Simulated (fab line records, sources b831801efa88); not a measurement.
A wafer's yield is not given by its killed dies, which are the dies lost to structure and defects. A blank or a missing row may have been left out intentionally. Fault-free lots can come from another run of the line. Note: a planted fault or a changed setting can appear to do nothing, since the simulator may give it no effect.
fab line records	flow sky130
record lots=5	wafers=15	last_day=50
route steps=708 shown METAL1@446 VIA1@458 PAD_OPEN@708
lots that met no fault: taken from a fault-free run of the same line
start_h: hours from the record's opening day to when the first of the lot's shown wafers began	wait_h: hours from the lot's prior step to this one	" repeats the value in the row above	L1.1+2: one row covering several wafers at once	- either no value or no given start	* or withheld: withheld	< > ~ a bound
route shown NAME@n: NAME is a module with steps in the file, n the number in the route of the first one	usual: mean/standard deviation taken from wafers without a fault	same: alike in all rows	chamber/n: place in a boat	sites: per-site readings	_std_site: how widely they spread, as a standard deviation	_edge_site: the outer-site mean with the inner-site mean subtracted	radius_mm: how far each site lies from the wafer's centre	mask NAME#n: copy n	behind: the most recent tool/chamber to have shaped the wafer	hold: the reason the lot was held/the length of the hold in hours/how it ended	device: whichever transistor did not switch (one of n, p or np)	end of line: tests of these same wafers at the route's end	step lacking rows: just its recipe	killed: the dies lost at the first sort to structure and to defects; this is not the yield of the wafer	map: the dies of a wafer, with x for killed, . for not killed, _ for no die there
set.NAME: setting as actually run; set.NAME@STEP: the setting as run at that earlier step	model.NAME: the simulator's own value behind a step, which no gauge read
lots seen at some steps along the route; tables by step, rows by wafer
services: when a tool's chamber went out of use (start_h, in hours from the record's first day, below 0 if earlier), for how many hours, and the reason
## steps
# step SKY_METAL1_EXPOSE_12
# recipe mask_id=MM1	na=0.8	source_shape=annular	sigma_inner=0.55	sigma_outer=0.85	target_cd_nm=140	dose_mj=28
# step SKY_METAL1_PEB_13
# recipe peb_temp_c=withheld	peb_time_s=withheld	resist=KrF-thick
# step SKY_METAL1_DEVELOP_14
# recipe develop_time_s=60	resist=KrF-thick	dev_temp_c=21
# step SKY_METAL1_CD_MEAS_15
# recipe target_cd_nm=140
# usual cd_nm=140.0/1.7
lot.wafer	tool	chamber	start_h	wait_h	cd_nm
L196.2	cd_sem-02	-	802.01	-	140.9
L196.4	"	-	"	"	141.5
L196.6	"	-	"	"	140.4
L206.1	cd_sem-02	-	869.25	-	139.0
L206.2	"	-	"	"	139.9
L206.5	"	-	"	"	139.1
L208.1	cd_sem-01	-	893.39	-	138.8
L208.2	"	-	"	"	139.5
L208.3	"	-	"	"	139.8
L210.2	cd_sem-01	-	899.36	-	137.0
L210.4	"	-	"	"	138.7
L210.6	"	-	"	"	136.7
L215.3	cd_sem-02	-	948.33	-	142.7
L215.5	"	-	"	"	145.0
L215.6	"	-	"	"	143.1
# step SKY_METAL1_OVL_MEAS_16
# usual METAL1_OVL=7/5.1
lot.wafer	tool	chamber	start_h	wait_h	METAL1_OVL[nm]
L196.2	overlay-02	-	802.12	0.1	6
L196.4	"	-	"	"	-1
L196.6	"	-	"	"	5
L206.1	overlay-01	-	869.37	0.1	10
L206.2	"	-	"	"	11
L206.5	"	-	"	"	12
L208.1	overlay-01	-	893.51	0.1	4
L208.2	"	-	"	"	10
L208.3	"	-	"	"	10
L210.2	overlay-01	-	899.46	0.1	14
L210.4	"	-	"	"	10
L210.6	"	-	"	"	11
L215.3	overlay-02	-	948.42	0.1	20
L215.5	"	-	"	"	11
L215.6	"	-	"	"	16
# step SKY_METAL1_DESCUM_17
# recipe chemistry=O2	source_power_w=150	bias_power_w=0	pressure_mtorr=10	temp_c=40	time_s=8
# usual drypump_motor_current_A=5.81/0.27	oes_product_au=1.000/0.0092
lot.wafer	tool	chamber	start_h	wait_h	drypump_motor_current_A	oes_product_au	rf_hours_counter_h
L196.2	rie_metal-04	1	802.15	0.0	5.94	0.989	2
L196.4	"	0	"	"	5.56	1.005	-
L196.6	"	0	"	"	5.55	1.002	-
L206.1	rie_metal-01	1	869.41	0.0	5.37	1.008	14
L206.2	"	1	"	"	5.36	1.012	-
L206.5	"	1	"	"	5.37	1.013	-
L208.1	rie_metal-03	1	893.55	0.0	6.03	0.997	4
L208.2	"	0	"	"	6.09	1.002	16
L208.3	"	1	"	"	6.02	1.005	-
L210.2	rie_metal-03	0	899.49	0.0	6.08	1.002	17
L210.4	"	1	"	"	6.03	1.008	-
L210.6	"	1	"	"	6.02	1.009	-
L215.3	rie_metal-03	0	948.46	0.0	6.05	1.000	-
L215.5	"	0	"	"	6.06	0.997	-
L215.6	"	0	"	"	6.06	0.996	-
# step SKY_METAL1_ETCH_18
# recipe chemistry=N2/H2	target=BARC	ion_energy_ev=200	bias_w=100	pressure_mtorr=30	n2_flow_sccm=100	h2_flow_sccm=200	icp_w=500	stop_on=SiO2	time_s=45.9	target_depth_a=600
# usual bias_w=100.0/0.32	drypump_motor_current_A=5.81/0.28	oes_product_au=0.855/0.0052	throttle_valve_pct=13.224/0.0092
lot.wafer	tool	chamber	start_h	wait_h	bias_w	drypump_motor_current_A	oes_product_au	rf_hours_counter_h	throttle_valve_pct
L196.2	rie_metal-04	1	802.18	0.0	100.1	5.93	0.854	2	13.229
L196.4	"	0	"	"	100.5	5.56	0.851	-	13.217
L196.6	"	0	"	"	100.1	5.56	0.846	-	13.229
L206.1	rie_metal-01	1	869.47	0.1	100.0	5.39	0.858	14	13.232
L206.2	"	1	"	"	100.3	5.38	0.858	-	13.224
L206.5	"	1	"	"	100.1	5.38	0.859	-	13.229
L208.1	rie_metal-03	1	893.58	0.0	99.4	6.04	0.865	4	13.234
L208.2	"	0	"	"	99.9	6.09	0.860	16	13.211
L208.3	"	1	"	"	99.7	6.03	0.853	-	13.238
L210.2	rie_metal-03	0	899.52	0.0	99.5	6.05	0.863	17	13.213
L210.4	"	1	"	"	100.1	6.03	0.855	-	13.220
L210.6	"	1	"	"	100.3	6.02	0.850	-	13.221
L215.3	rie_metal-03	0	948.55	0.1	99.9	6.06	0.855	-	13.222
L215.5	"	0	"	"	99.4	6.08	0.855	-	13.236
L215.6	"	0	"	"	99.9	6.07	0.853	-	13.238
# step SKY_METAL1_METAL_ETCH_19
# recipe target_depth_a=3600	stop_on=SiO2	over_etch_frac=0.3	time_s=78	chemistry=Cl2/BCl3	resist_sidewall_deg=88	pressure_mtorr=10	icp_w=900	bias_w=48.5	Cl2_flow_sccm=60	bcl3_flow_sccm=30
# usual bias_w=48.50/0.13	drypump_motor_current_A=5.80/0.27	oes_product_au=0.858/0.0063	throttle_valve_pct=22.264/0.0092
lot.wafer	tool	chamber	start_h	wait_h	bias_w	drypump_motor_current_A	oes_product_au	rf_hours_counter_h	throttle_valve_pct
L196.2	rie_metal-04	1	802.24	0.0	48.43	5.92	0.851	2	22.256
L196.4	"	0	"	"	48.47	5.60	0.847	-	22.267
L196.6	"	0	"	"	48.57	5.56	0.863	-	22.280
L206.1	rie_metal-01	1	869.60	0.1	48.63	5.37	0.851	14	22.252
L206.2	"	1	"	"	48.44	5.37	0.853	-	22.272
L206.5	"	1	"	"	48.41	5.37	0.842	-	22.275
L208.1	rie_metal-03	1	893.64	0.0	48.30	6.02	0.856	4	22.281
L208.2	"	0	"	"	48.61	6.06	0.856	16	22.260
L208.3	"	1	"	"	48.51	6.01	0.864	-	22.276
L210.2	rie_metal-03	0	899.59	0.0	48.32	6.09	0.861	17	22.267
L210.4	"	1	"	"	48.99	6.02	0.862	-	22.277
L210.6	"	1	"	"	48.64	6.03	0.852	-	22.266
L215.3	rie_metal-03	0	948.69	0.1	48.67	6.07	0.859	-	22.250
L215.5	"	0	"	"	48.35	6.06	0.857	-	22.273
L215.6	"	0	"	"	48.37	6.06	0.852	-	22.261
# step SKY_METAL1_STRIP_20
# recipe chemistry=O2/N2	power_w=1400	pressure_mtorr=1500	platen_temp_c=withheld	o2_flow_sccm=3000	n2_flow_sccm=300	overash_fraction=0.5
# usual drypump_motor_current_A=5.8/0.39	oes_product_au=0.343/0.0052	strip_time_to_endpoint_s=2.70/0.045
lot.wafer	tool	chamber	start_h	wait_h	drypump_motor_current_A	oes_product_au	rf_hours_counter_h	strip_time_to_endpoint_s
L196.2	plasma_asher-04	0	802.33	0.1	5.4	0.346	6	2.80
L196.4	"	0	"	"	5.4	0.346	-	2.68
L196.6	"	0	"	"	5.4	0.327	-	2.69
L206.1	plasma_asher-02	1	869.78	0.1	5.9	0.339	74	2.64
L206.2	"	0	"	"	5.5	0.342	74	2.68
L206.5	"	1	"	"	5.9	0.348	-	2.68
L208.1	plasma_asher-01	1	893.73	0.1	5.6	0.344	102	2.70
L208.2	"	0	"	"	6.0	0.349	102	2.69
L208.3	"	1	"	"	5.6	0.341	-	2.72
L210.2	plasma_asher-02	1	899.68	0.1	5.9	0.342	77	2.66
L210.4	"	1	"	"	5.9	0.338	-	2.68
L210.6	"	0	"	"	5.5	0.337	-	2.71
L215.3	plasma_asher-02	0	948.84	0.1	5.5	0.349	-	2.69
L215.5	"	0	"	"	5.5	0.342	-	2.70
L215.6	"	1	"	"	6.0	0.331	-	2.71
# step SKY_METAL1_STRIP_21
# recipe chemistry=post_etch_residue_remover	time_s=1200	temp_c=72.5
# step SKY_METAL1_CLEAN_22
# recipe chemistry=IPA	time_s=180	temp_c=25
# step SKY_METAL1_CLEAN_23
# recipe chemistry=O3/DIW	dry=n2_spin
# step SKY_VIA1_HDPCVD_00
# recipe material=SiO2	target_thk_nm=1030	sigma_open_frac=0.3	time_s=171.7	temp_c=400	sih4_flow_sccm=60	pressure_mtorr=6
# usual run_length_s=199.7/0.43
lot.wafer	tool	chamber	start_h	wait_h	run_length_s	model.SiO2_of_VIA1_HDPCVD_00.thk_nm
L196.2	hdpcvd-01	2	802.93	0.0	199.4	1027
L196.4	"	0	"	"	199.8	1021
L196.6	"	2	"	"	200.4	1026
L206.1	hdpcvd-01	1	870.37	0.0	199.9	1023
L206.2	"	2	"	"	199.2	1017
L206.5	"	0	"	"	215.9	1112
L208.1	hdpcvd-02	2	894.76	0.0	199.7	1012
L208.2	"	0	"	"	200.7	1020
L208.3	"	1	"	"	198.7	1026
L210.2	hdpcvd-02	2	900.27	0.0	200.1	1030
L210.4	"	1	"	"	198.7	1054
L210.6	"	2	"	"	200.2	1042
L215.3	hdpcvd-01	0	949.54	0.0	199.3	1029
L215.5	"	0	"	"	199.2	1039
L215.6	"	2	"	"	199.8	1029
# step SKY_VIA1_THK_MEAS_01
# recipe reads=SiO2_of_VIA1_HDPCVD_00
# usual VIA1_HDPCVD_THK=1029/9.2
lot.wafer	tool	chamber	start_h	wait_h	VIA1_HDPCVD_THK[nm]
L196.2	film_metro-02	-	803.05	0.1	1027
L196.4	"	-	"	"	1021
L196.6	"	-	"	"	1026
L206.1	film_metro-04	-	870.48	0.1	1023
L206.2	"	-	"	"	1017
L206.5	"	-	"	"	1111
L208.1	film_metro-02	-	894.87	0.1	1013
L208.2	"	-	"	"	1020
L208.3	"	-	"	"	1025
L210.2	film_metro-02	-	900.40	0.1	1030
L210.4	"	-	"	"	1054
L210.6	"	-	"	"	1043
L215.3	film_metro-02	-	949.67	0.1	1029
L215.5	"	-	"	"	1039
L215.6	"	-	"	"	1029
# step SKY_VIA1_CMP_02
# recipe material=SiO2	down_force_psi=4	platen_rpm=60	pad_velocity_m_s=0.94248
# usual motor_current_A=11.5/1.4
lot.wafer	tool	chamber	start_h	wait_h	motor_current_A
L196.4	cmp-01	1	803.15	0.1	10.7
L196.2	"	2	"	"	10.1
L196.6	"	1	"	"	10.5
L206.1	cmp-02	2	870.54	0.1	10.0
L206.2	"	1	"	"	13.1
L206.5	"	2	"	"	10.4
L208.1	cmp-01	1	894.93	0.1	10.4
L208.2	"	3	"	"	9.7
L208.3	"	0	"	"	13.1
L210.4	cmp-01	1	900.50	0.1	10.8
L210.2	"	3	"	"	10.7
L210.6	"	0	"	"	13.2
L215.3	cmp-02	0	949.71	0.0	12.2
L215.6	"	0	"	"	12.0
L215.5	"	1	"	"	12.6
# step SKY_PAD_OPEN_PROBE_99
# usual defect_limited_yield=82.1/1.9	killed_at_M0_to_M3=45/6.8	killed_at_M4_up=3.0/1.7	killed_at_contacts=25/5.7	killed_at_front_end=15/4.6	killed_at_other=0.3/0.66	killed_dies=88/9.5	killed_on_rim=17/3.6	killed_open=48/7.3	killed_short=39/6.5	sort_bin_3_pad_short=0.9/0.47	sort_bin_5_function=10.6/1.5	sort_bin_6_memory=6.4/1.2	sort_n_pass=404/9.5	sort_yield_pct=82.1/1.9
# same gross_dies=492	killed_at_back_side=0	sort_bin_4_leakage[%]=0	sort_bin_8_speed[%]=0
lot.wafer	tool	chamber	start_h	wait_h	defect_limited_yield[%]	killed_at_M0_to_M3	killed_at_M4_up	killed_at_contacts	killed_at_front_end	killed_at_other	killed_dies	killed_on_rim	killed_open	killed_short	sort_bin_3_pad_short[%]	sort_bin_5_function[%]	sort_bin_6_memory[%]	sort_n_pass	sort_yield_pct[%]
L196.2	prober-02	-	1104.56	0.1	80.7	48	4	28	15	0	95	19	41	54	1.2	11.8	6.3	397	80.7
L196.4	prober-02	-	1104.66	0.2	84.3	39	6	20	12	0	77	16	39	38	0.4	8.9	6.3	415	84.3
L196.6	prober-02	-	1104.76	0.2	77.2	56	3	36	16	1	112	19	62	50	0.8	13.0	8.9	380	77.2
L208.1	prober-02	-	1170.60	0.1	85.2	39	3	17	14	0	73	12	35	37	0	10.6	4.3	419	85.2
L208.2	prober-02	-	1170.65	0.1	81.1	32	3	35	21	2	93	18	48	42	1.0	11.4	6.5	399	81.1
L208.3	prober-02	-	1170.70	0.2	83.3	39	3	21	18	1	82	15	47	31	1.0	6.9	8.7	410	83.3
L210.2	prober-02	-	1174.86	0.1	82.9	43	2	24	14	1	84	12	47	36	0.4	10.8	5.9	408	82.9
L210.4	prober-02	-	1174.96	0.2	79.5	57	4	27	13	0	101	20	67	34	1.0	11.6	7.9	391	79.5
L210.6	prober-02	-	1175.06	0.2	83.3	54	2	15	10	1	82	12	42	39	0.8	11.2	4.7	410	83.3
L215.3	prober-02	-	1205.91	0.2	80.1	50	5	32	10	1	98	17	50	48	2.0	9.6	8.3	394	80.1
L215.5	prober-02	-	1206.01	0.2	81.9	30	1	30	28	0	89	19	52	37	0.8	10.6	6.7	403	81.9
L215.6	prober-02	-	1206.06	0.2	82.1	48	1	23	16	0	88	20	41	47	0.8	11.4	5.7	404	82.1
# killed by level:class
L196.2 CONTACT:geometric_particle:open=9 METAL2:geometric_particle:short=9 VIA1:geometric_particle:open=8 VIA2:geometric_particle:open=8 POLY_GATE:geometric_particle:short=7 LI_CONTACT:geometric_particle:open=6 VIA2:geometric_particle:short=6 CONTACT:geometric_particle:short=5
L196.4 CONTACT:geometric_particle:short=7 VIA1:geometric_particle:open=7 CONTACT:geometric_particle:open=6 VIA2:geometric_particle:short=6 VIA2:geometric_particle:open=6 METAL2:geometric_particle:short=5 VIA1:geometric_particle:short=4 VIA3:geometric_particle:open=4
L196.6 VIA1:geometric_particle:open=14 LI_CONTACT:geometric_particle:open=12 CONTACT:geometric_particle:open=11 LOCAL_INTERCONNECT:geometric_particle:short=8 VIA1:geometric_particle:short=6 VIA2:geometric_particle:open=6 FIELD_ISO:geometric_particle:short=5 VIA3:geometric_particle:short=5
L208.1 METAL1:geometric_particle:short=7 VIA3:geometric_particle:open=7 CONTACT:geometric_particle:short=5 VIA1:geometric_particle:open=5 VIA2:geometric_particle:open=5 LI_CONTACT:geometric_particle:open=4 FIELD_ISO:geometric_particle:open=3 FIELD_ISO:geometric_particle:short=3
L208.2 CONTACT:geometric_particle:open=15 METAL1:geometric_particle:short=7 LI_CONTACT:geometric_particle:open=6 CONTACT:geometric_particle:short=6 POLY_GATE:geometric_particle:open=5 SPACER:geometric_particle:open=5 LOCAL_INTERCONNECT:geometric_particle:short=5 FIELD_ISO:geometric_particle:open=4
L208.3 VIA1:geometric_particle:open=7 VIA3:geometric_particle:open=7 LI_CONTACT:geometric_particle:open=6 VIA2:geometric_particle:open=6 POLY_GATE:geometric_particle:open=5 CONTACT:geometric_particle:open=5 CONTACT:geometric_particle:short=5 METAL2:geometric_particle:short=4
L210.2 VIA1:geometric_particle:open=12 LI_CONTACT:geometric_particle:open=7 CONTACT:geometric_particle:open=7 VIA2:geometric_particle:open=6 POLY_GATE:geometric_particle:open=5 CONTACT:geometric_particle:short=5 VIA1:geometric_particle:short=5 METAL2:geometric_particle:short=5
L210.4 LI_CONTACT:geometric_particle:open=16 VIA1:geometric_particle:open=13 VIA3:geometric_particle:open=10 CONTACT:geometric_particle:open=7 VIA1:geometric_particle:short=7 METAL2:geometric_particle:short=7 FIELD_ISO:geometric_particle:open=5 METAL1:geometric_particle:short=5
L210.6 VIA1:geometric_particle:open=9 VIA2:geometric_particle:open=9 METAL2:geometric_particle:short=9 VIA3:geometric_particle:open=7 VIA1:geometric_particle:short=5 VIA3:geometric_particle:short=5 LI_CONTACT:geometric_particle:open=4 CONTACT:geometric_particle:short=4
L215.3 CONTACT:geometric_particle:open=10 VIA1:geometric_particle:open=10 LI_CONTACT:geometric_particle:open=9 VIA2:geometric_particle:open=9 METAL1:geometric_particle:short=7 VIA1:geometric_particle:short=7 LOCAL_INTERCONNECT:geometric_particle:short=6 VIA2:geometric_particle:short=5
L215.5 CONTACT:geometric_particle:open=14 POLY_GATE:geometric_particle:open=12 VIA3:geometric_particle:open=7 LI_CONTACT:geometric_particle:short=6 VIA1:geometric_particle:open=6 FIELD_ISO:geometric_particle:short=5 POLY_GATE:geometric_particle:short=5 CONTACT:geometric_particle:short=4
L215.6 METAL1:geometric_particle:short=11 VIA1:geometric_particle:open=9 LI_CONTACT:geometric_particle:open=7 METAL2:geometric_particle:short=7 LOCAL_INTERCONNECT:geometric_particle:short=6 CONTACT:geometric_particle:open=6 VIA3:geometric_particle:open=6 POLY_GATE:geometric_particle:short=5
## services
tool	chamber	start_h	hours	kind
rie_metal-01	1	782.80	6.0	repair
rie_metal-01	0	788.76	-	clean
hdpcvd-02	-	792.33	0.6	repair
cmp-02	-	792.80	5.1	pm
rie_metal-04	-	794.54	2.8	pm
cmp-02	-	800.27	2.1	repair
cmp-02	-	801.34	0.4	repair
rie_metal-03	-	809.05	0.2	repair
cmp-01	-	817.28	5.5	pm
cmp-01	-	824.66	0.5	repair
cmp-01	-	861.68	2.6	repair
rie_metal-01	0	863.65	46.6	repair
rie_metal-04	0	884.09	6.3	repair
plasma_asher-04	-	886.61	0.6	repair
rie_metal-01	1	887.43	10.9	repair
hdpcvd-01	-	893.23	5.5	pm
plasma_asher-02	-	903.39	2.8	pm
rie_metal-04	1	904.68	99.6	repair
plasma_asher-04	-	910.85	0.7	repair
cmp-01	-	912.47	4.0	pm
plasma_asher-04	-	926.31	28.1	pm
rie_metal-03	1	936.64	28.2	repair
hdpcvd-01	-	939.35	4.3	pm
hdpcvd-02	-	944.93	6.0	pm
## key
first_sign step=SKY_VIA1_HDPCVD_00	reading=run_length_s	direction=up	sigmas=38	usual=*	struck=*
effect step=SKY_VIA1_THK_MEAS_01	reading=VIA1_HDPCVD_THK	direction=up	sigmas=9	usual=1029	struck=1111
model_effect step=SKY_VIA1_HDPCVD_00	value=SiO2_of_VIA1_HDPCVD_00.thk_nm	without=1012	struck=1112
met_at SKY_VIA1_HDPCVD_00
struck_wafers L206.5
onset_between 802.93 870.37
fault kind=process_parameter_drift	tool=hdpcvd-01	chamber=0	onset_h=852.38	steps=SKY_VIA1_HDPCVD_00	channel=time_s	offset=*	shape=step	end_h=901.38	acts_in=*	stated=*
